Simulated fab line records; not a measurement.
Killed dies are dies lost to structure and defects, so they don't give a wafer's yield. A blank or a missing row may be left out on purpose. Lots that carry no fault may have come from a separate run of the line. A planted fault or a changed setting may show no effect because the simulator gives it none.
Which tool is to blame? -- flow sky130 -- route of 708 steps, sampled at 1 step: 12 lots, 36 wafers

WHAT THE GAUGES SHOWED, per wafer
SKY_PWDE_OVL_MEAS_07.
lot,measured,on,PWDE_OVL (nm)
L075,day 4 00:29,overlay-01,4.0 2.7 3.0
L077,day 4 13:49,overlay-01,0.6 0.9 0.2
L079,day 4 21:38,overlay-01,1.5 2.0 3.4
L081,day 5 11:32,overlay-01,0.6 1.9 0.8
L083,day 5 21:38,overlay-02,0.5 2.4 0.4
L085,day 6 13:04,overlay-01,1.1 1.1 0.1
L087,day 6 21:37,overlay-02,2.1 -0.3 0.2
L089,day 7 09:51,overlay-02,-0.1 0.6 0.0
L091,day 7 20:34,overlay-02,-1.7 -1.6 -0.8
L093,day 8 11:50,overlay-02,1.9 1.7 2.6
L095,day 8 17:49,overlay-02,0.1 -0.5 -0.6
L097,day 9 05:52,overlay-02,-0.1 -0.6 -1.1

WHICH TOOL RAN EACH LOT (tool, then ch and the chambers of the sampled wafers, then the start)
Record: no process step prior to these readings.

THE ANSWER, worked out from the rows above alone
Rule: what is usual is taken from the lots themselves. The widest of any qualifying gaps counts: lots, ordered by their means at a reading, are off when they make up no more than a third of the lots, leave a main group of 4 or more, and stand apart from it by 3 or more times the standard deviation of that group's means. A main group whose means are all the same, to the digits that the tables above print for the reading, isn't used. A lot without any number at a reading at which 4 lots or more have one is off too. Where the step has rows for the other lots, those lots are counted as sound.
None of the lots is off at any reading shown; this tells nothing.

WHAT WAS PUT IN BY THE SIMULATOR
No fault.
